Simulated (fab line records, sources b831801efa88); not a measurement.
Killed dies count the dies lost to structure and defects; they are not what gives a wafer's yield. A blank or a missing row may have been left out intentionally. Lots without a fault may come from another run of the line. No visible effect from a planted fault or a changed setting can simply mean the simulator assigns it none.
fab line records	flow sky130
record: lots: 5	wafers: 15	last_day: 50
route steps=708 shown VT_ADJUST_NCORE@125 VT_ADJUST_HVTR@131 PAD_OPEN@708
lots that met no fault: from a run of the same line without faults
start_h: the number of hours between the record's first day and the start of the first shown wafer of the lot	wait_h: time in hours since the lot's previous step	" repeats the value in the row above	L1.1+2: a row that stands for several wafers	- no value, or no start given	* or withheld: withheld	< > ~ a bound
route shown NAME@n: a module of which the file shows steps, and the number in the route of the first	usual: the fault-free wafers' mean and standard deviation	same: alike in all rows	chamber/n: place in a boat	sites: the reading at each site	_std_site: the values' standard deviation	_edge_site: the outer-site mean with the inner-site mean subtracted	radius_mm: how far each site lies from the wafer's centre	mask NAME#n: copy n	behind: the last tool/chamber to shape the wafer	hold: why the lot was held/for how many hours/how that ended	device: the n, p or np transistor that did not switch	end of line: tests run on the same wafers once the route is complete	for a step that has no rows: nothing shown but its recipe	killed: dies that structure and defects cost at the first sort, which is not the same as the wafer's yield	map: the dies of a wafer, with x for killed, . for not killed, _ for no die there
set.NAME: the setting as run; set.NAME@STEP: as run at that earlier step	model.NAME: the simulator's own value behind a step, which no gauge read
certain route steps with their lots: each step a table, each wafer a row
services: when a tool's chamber went out of use (start_h, in hours from the record's first day, below 0 if earlier), for how many hours, and the reason
== steps ==
step: SKY_VT_ADJUST_NCORE_DEVELOP_06
recipe: resist: NOVOLAK	developer: TMAH	develop_time_s: 60	dev_temp_c: 23
step: SKY_VT_ADJUST_NCORE_CD_MEAS_07
recipe: target_cd_nm: 380
usual: cd_nm: 380.6/2.2
lot.wafer	tool	chamber	start_h	wait_h	cd_nm
L226.2	cd_sem-01	-	224.63	0.2	378.6
L226.4	"	-	"	"	377.5
L226.6	"	-	"	"	377.3
L227.1	cd_sem-02	-	231.34	0.1	381.1
L227.3	"	-	"	"	379.8
L227.4	"	-	"	"	379.2
L231.3	cd_sem-02	-	257.15	0.1	376.6
L231.5	"	-	"	"	377.8
L231.6	"	-	"	"	376.4
L233.2	cd_sem-02	-	271.16	0.1	381.5
L233.3	"	-	"	"	380.3
L233.6	"	-	"	"	382.6
L242.1	cd_sem-01	-	342.29	0.1	379.6
L242.3	"	-	"	"	379.6
L242.4	"	-	"	"	381.0
step: SKY_VT_ADJUST_NCORE_OVL_MEAS_08
usual: VT_ADJUST_NCORE_OVL: -0.3/1.3
lot.wafer	tool	chamber	start_h	wait_h	VT_ADJUST_NCORE_OVL[nm]
L226.2	overlay-01	-	224.74	0.1	-2.8
L226.4	"	-	"	"	0.2
L226.6	"	-	"	"	-0.4
L227.1	overlay-02	-	231.46	0.1	0.2
L227.3	"	-	"	"	-0.6
L227.4	"	-	"	"	-0.7
L231.3	overlay-02	-	257.25	0.1	-0.6
L231.5	"	-	"	"	-1.3
L231.6	"	-	"	"	-2.5
L233.2	overlay-02	-	271.27	0.1	0.1
L233.3	"	-	"	"	-0.2
L233.6	"	-	"	"	-0.3
L242.1	overlay-01	-	342.41	0.1	-0.1
L242.3	"	-	"	"	-2.0
L242.4	"	-	"	"	0.1
step: SKY_VT_ADJUST_NCORE_IMPLANT_09
recipe: species: B	energy_kev: 10	dose_cm2: 2.4e+12	tilt_deg: withheld
step: SKY_VT_ADJUST_NCORE_STRIP_10
recipe: chemistry: O2/N2	power_w: 1400	pressure_mtorr: 1500	platen_temp_c: withheld	o2_flow_sccm: 3000	n2_flow_sccm: 300	overash_fraction: 0.5
usual: drypump_motor_current_A: 5.3/0.44	oes_product_au: 0.715/0.0045	strip_time_to_endpoint_s: 14.19/0.04
lot.wafer	tool	chamber	start_h	wait_h	drypump_motor_current_A	oes_product_au	rf_hours_counter_h	strip_time_to_endpoint_s
L226.2	plasma_asher-03	0	224.92	0.1	5.4	0.721	53	14.19
L226.4	"	1	"	"	5.3	0.715	-	14.21
L226.6	"	0	"	"	5.4	0.716	-	14.18
L227.1	plasma_asher-01	1	231.65	0.1	5.0	0.717	43	14.22
L227.3	"	1	"	"	5.0	0.714	-	14.23
L227.4	"	0	"	"	5.6	0.715	-	14.23
L231.3	plasma_asher-01	1	257.45	0.1	5.0	0.720	-	14.12
L231.5	"	0	"	"	5.7	0.713	-	14.13
L231.6	"	1	"	"	5.0	0.715	-	14.16
L233.2	plasma_asher-01	1	271.45	0.1	5.0	0.717	47	14.20
L233.3	"	1	"	"	5.0	0.717	-	14.16
L233.6	"	1	"	"	5.0	0.716	-	14.21
L242.1	plasma_asher-04	1	342.60	0.1	5.8	0.718	66	14.21
L242.3	"	0	"	"	4.7	0.714	-	14.21
L242.4	"	1	"	"	5.8	0.708	-	14.19
step: SKY_VT_ADJUST_NCORE_TW_MEAS_11
usual: VT_ADJUST_NCORE_TW: 219.4/2.4
lot.wafer	tool	chamber	start_h	wait_h	VT_ADJUST_NCORE_TW
L226.2	film_metro-03	-	225.03	0.1	218.5
L226.4	"	-	"	"	218.5
L226.6	"	-	"	"	218.3
L227.1	film_metro-01	-	231.75	0.1	223.1
L227.3	"	-	"	"	223.9
L227.4	"	-	"	"	222.6
L231.3	film_metro-01	-	257.54	0.1	223.8
L231.5	"	-	"	"	223.9
L231.6	"	-	"	"	224.3
L233.2	film_metro-04	-	271.56	0.1	218.0
L233.3	"	-	"	"	218.3
L233.6	"	-	"	"	218.2
L242.1	film_metro-03	-	342.70	0.1	217.8
L242.3	"	-	"	"	219.3
L242.4	"	-	"	"	218.6
step: SKY_VT_ADJUST_HVTR_DEHYDRATE_00
recipe: temp_c: 200	time_s: 60
step: SKY_VT_ADJUST_HVTR_HMDS_01
recipe: prime_time_s: 60	prime_temp_c: 120
step: SKY_VT_ADJUST_HVTR_COAT_02
recipe: resist: NOVOLAK	spin_rpm: 3000	resist_thk_nm: 1140
step: SKY_VT_ADJUST_HVTR_SOFTBAKE_03
recipe: temp_c: 90	time_s: 60	resist: NOVOLAK
step: SKY_VT_ADJUST_HVTR_EXPOSE_04
recipe: mask_id: HVTRM	target_cd_nm: 380	na: 0.6	source_shape: conventional	sigma_outer: 0.6	dose_mj: 150
step: SKY_VT_ADJUST_HVTR_PEB_05
recipe: temp_c: withheld	time_s: *	resist: NOVOLAK
step: SKY_VT_ADJUST_HVTR_DEVELOP_06
recipe: develop_time_s: 60	dev_temp_c: 23
lot.wafer	tool	chamber	start_h	wait_h
L226.2+4+6	litho_track-03	0	247.94	0.1
L227.1+3+4	litho_track-01	0	253.75	0.1
L231.3+5+6	litho_track-01	0	280.65	0.1
L233.2+3+6	litho_track-03	0	296.09	0.1
L242.1+3+4	litho_track-03	0	369.66	0.1
step: SKY_VT_ADJUST_HVTR_CD_MEAS_07
recipe: target_cd_nm: 380
usual: cd_nm: 379.2/2.8
lot.wafer	tool	chamber	start_h	wait_h	cd_nm
L226.2	cd_sem-02	-	248.08	0.1	375.6
L226.4	"	-	"	"	376.3
L226.6	"	-	"	"	375.3
L227.1	cd_sem-01	-	253.90	0.1	374.4
L227.3	"	-	"	"	372.6
L227.4	"	-	"	"	371.8
L231.3	cd_sem-01	-	280.79	0.1	388.2
L231.5	"	-	"	"	386.9
L231.6	"	-	"	"	387.0
L233.2	cd_sem-02	-	296.23	0.1	383.2
L233.3	"	-	"	"	379.6
L233.6	"	-	"	"	381.7
L242.1	cd_sem-02	-	369.81	0.1	381.2
L242.3	"	-	"	"	379.3
L242.4	"	-	"	"	382.6
step: SKY_VT_ADJUST_HVTR_OVL_MEAS_08
usual: VT_ADJUST_HVTR_OVL: 0.3/1.3
lot.wafer	tool	chamber	start_h	wait_h	VT_ADJUST_HVTR_OVL[nm]
L226.2	overlay-01	-	248.19	0.1	1.0
L226.4	"	-	"	"	-1.4
L226.6	"	-	"	"	0.9
L227.1	overlay-02	-	254.02	0.1	0.0
L227.3	"	-	"	"	-0.9
L227.4	"	-	"	"	0.4
L231.3	overlay-01	-	280.88	0.1	0.0
L231.5	"	-	"	"	-0.7
L231.6	"	-	"	"	-0.1
L233.2	overlay-01	-	296.34	0.1	1.0
L233.3	"	-	"	"	1.7
L233.6	"	-	"	"	0.2
L242.1	overlay-02	-	369.93	0.1	-0.3
L242.3	"	-	"	"	1.7
L242.4	"	-	"	"	2.3
step: SKY_PAD_OPEN_PROBE_99
usual: killed_at_M0_to_M3: 44/6.9	killed_at_M4_up: 3.0/1.5	killed_at_contacts: 24/5.2	killed_at_front_end: 15/4.1	killed_at_other: 0.4/0.62	killed_dies: 87/9.6	killed_on_rim: 17/3.8	killed_open: 47/7	killed_short: 40/6.2
same: gross_dies: 492	killed_at_back_side: 0
lot.wafer	tool	chamber	start_h	wait_h	killed_at_M0_to_M3	killed_at_M4_up	killed_at_contacts	killed_at_front_end	killed_at_other	killed_dies	killed_on_rim	killed_open	killed_short
L226.2	prober-01	-	1114.51	0.1	40	6	24	10	0	80	18	43	37
L226.4	prober-01	-	1114.61	0.2	44	4	23	19	1	91	16	51	40
L226.6	prober-01	-	1114.71	0.2	50	5	17	14	1	87	19	53	34
L227.1	prober-02	-	1115.96	0.1	39	3	21	13	0	76	15	35	41
L227.3	prober-02	-	1116.06	0.2	53	2	19	11	0	85	15	51	34
L227.4	prober-02	-	1116.11	0.2	36	1	24	11	0	72	16	29	43
L231.3	prober-02	-	1141.33	0.2	54	5	25	16	0	100	17	52	47
L231.5	prober-02	-	1141.43	0.2	46	2	14	18	0	80	17	34	46
L231.6	prober-02	-	1141.48	0.2	27	2	20	19	1	69	12	35	33
L233.2	prober-02	-	1144.77	0.1	47	1	42	12	1	103	20	61	42
L233.3	prober-02	-	1144.82	0.2	46	2	25	18	0	91	26	45	45
L233.6	prober-02	-	1144.97	0.2	41	3	19	13	1	77	14	47	30
L242.1	prober-02	-	1196.99	0.1	46	1	24	15	1	87	17	51	35
L242.3	prober-02	-	1197.09	0.2	41	2	22	18	0	83	20	43	40
L242.4	prober-02	-	1197.14	0.2	31	5	18	25	1	80	20	45	35
killed by level:class
L226.2 CONTACT:geometric_particle:open=12 METAL2:geometric_particle:short=8 CONTACT:geometric_particle:short=6 VIA1:geometric_particle:open=6 METAL4:geometric_particle:short=6 LI_CONTACT:geometric_particle:open=5 VIA2:geometric_particle:short=5 VIA2:geometric_particle:open=5
L226.4 VIA1:geometric_particle:open=10 FIELD_ISO:geometric_particle:open=8 LI_CONTACT:geometric_particle:open=8 CONTACT:geometric_particle:open=7 FIELD_ISO:geometric_particle:short=6 METAL1:geometric_particle:short=6 METAL2:geometric_particle:short=6 CONTACT:geometric_particle:short=4
L226.6 VIA1:geometric_particle:open=14 CONTACT:geometric_particle:open=9 METAL2:geometric_particle:short=7 POLY_GATE:geometric_particle:open=6 VIA2:geometric_particle:open=6 VIA3:geometric_particle:open=5 LOCAL_INTERCONNECT:geometric_particle:short=4 VIA1:geometric_particle:short=4
L227.1 METAL1:geometric_particle:short=7 METAL2:geometric_particle:short=6 CONTACT:geometric_particle:open=5 CONTACT:geometric_particle:short=5 VIA3:geometric_particle:open=5 LI_CONTACT:geometric_particle:short=4 VIA2:geometric_particle:short=4 VIA1:geometric_particle:open=4
L227.3 VIA1:geometric_particle:open=10 CONTACT:geometric_particle:open=8 VIA3:geometric_particle:open=8 VIA2:geometric_particle:open=7 POLY_GATE:geometric_particle:open=5 METAL1:geometric_particle:short=5 VIA1:geometric_particle:short=5 METAL3:geometric_particle:short=4
L227.4 METAL1:geometric_particle:short=7 VIA1:geometric_particle:open=7 LI_CONTACT:geometric_particle:open=6 LI_CONTACT:geometric_particle:short=6 VIA2:geometric_particle:short=6 VIA1:geometric_particle:short=5 CONTACT:geometric_particle:open=5 CONTACT:geometric_particle:short=4
L231.3 METAL1:geometric_particle:short=10 VIA1:geometric_particle:open=10 CONTACT:geometric_particle:open=9 VIA1:geometric_particle:short=9 LI_CONTACT:geometric_particle:open=6 VIA3:geometric_particle:open=6 POLY_GATE:geometric_particle:open=5 CONTACT:geometric_particle:short=5
L231.5 VIA1:geometric_particle:open=10 METAL1:geometric_particle:short=9 POLY_GATE:geometric_particle:short=8 LOCAL_INTERCONNECT:geometric_particle:short=6 VIA1:geometric_particle:short=6 CONTACT:geometric_particle:open=5 METAL2:geometric_particle:short=5 VIA2:geometric_particle:short=4
L231.6 FIELD_ISO:geometric_particle:open=6 CONTACT:geometric_particle:open=6 VIA1:geometric_particle:open=4 LI_CONTACT:geometric_particle:short=4 CONTACT:geometric_particle:short=4 VIA1:geometric_particle:short=4 VIA3:geometric_particle:open=4 FIELD_ISO:geometric_particle:short=3
L233.2 CONTACT:geometric_particle:open=17 VIA1:geometric_particle:open=14 LI_CONTACT:geometric_particle:open=12 CONTACT:geometric_particle:short=8 VIA1:geometric_particle:short=8 METAL2:geometric_particle:short=7 VIA3:geometric_particle:open=7 FIELD_ISO:geometric_particle:short=4
L233.3 VIA1:geometric_particle:open=11 CONTACT:geometric_particle:short=8 METAL2:geometric_particle:short=7 METAL1:geometric_particle:short=7 LI_CONTACT:geometric_particle:open=6 VIA3:geometric_particle:open=6 CONTACT:geometric_particle:open=5 FIELD_ISO:geometric_particle:open=4
L233.6 VIA1:geometric_particle:open=12 CONTACT:geometric_particle:open=9 VIA2:geometric_particle:open=6 VIA3:geometric_particle:open=6 FIELD_ISO:geometric_particle:open=4 CONTACT:geometric_particle:short=4 METAL1:geometric_particle:short=4 VIA2:geometric_particle:short=4
L242.1 CONTACT:geometric_particle:open=10 VIA1:geometric_particle:open=9 VIA3:geometric_particle:open=9 METAL2:geometric_particle:short=7 CONTACT:geometric_particle:short=6 VIA2:geometric_particle:open=6 FIELD_ISO:geometric_particle:open=5 METAL1:geometric_particle:short=4
L242.3 VIA1:geometric_particle:open=8 LI_CONTACT:geometric_particle:open=7 FIELD_ISO:geometric_particle:short=6 CONTACT:geometric_particle:open=6 VIA2:geometric_particle:open=6 CONTACT:geometric_particle:short=4 VIA3:geometric_particle:open=4 METAL1:geometric_particle:short=4
L242.4 VIA1:geometric_particle:open=10 VIA3:geometric_particle:open=8 POLY_GATE:geometric_particle:open=7 FIELD_ISO:geometric_particle:short=6 POLY_GATE:geometric_particle:short=5 LI_CONTACT:geometric_particle:open=5 CONTACT:geometric_particle:open=5 METAL4:geometric_particle:short=5
== services ==
tool	chamber	start_h	hours	kind
litho_track-03	-	225.68	-	consumable_replace:filter
plasma_asher-03	-	247.09	4.0	repair
plasma_asher-03	-	254.26	42.4	pm
== key ==
first_sign: step: SKY_VT_ADJUST_HVTR_CD_MEAS_07	reading: cd_nm	direction: up	sigmas: 2.9	usual: 379.2	struck: 387.4
effect none on later readings
met_at SKY_VT_ADJUST_HVTR_DEVELOP_06
struck_wafers L231.3,L231.5,L231.6
tester_left_out L231
onset_between 253.75 280.65
fault: kind: process_parameter_drift	tool: litho_track-01	chamber: -	onset_h: 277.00	steps: SKY_VT_ADJUST_HVTR_DEVELOP_06	channel: develop_time_s	offset: *	shape: step	end_h: 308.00	acts_in: *	stated: *
tester_left_out: of these lots the tester's yield and bins aren't shown, on N5 and GAA mostly nor the transistor test; their killed dies are dies lost to structure and defects alone, not to doping, threshold or leakage, so they don't give the yield
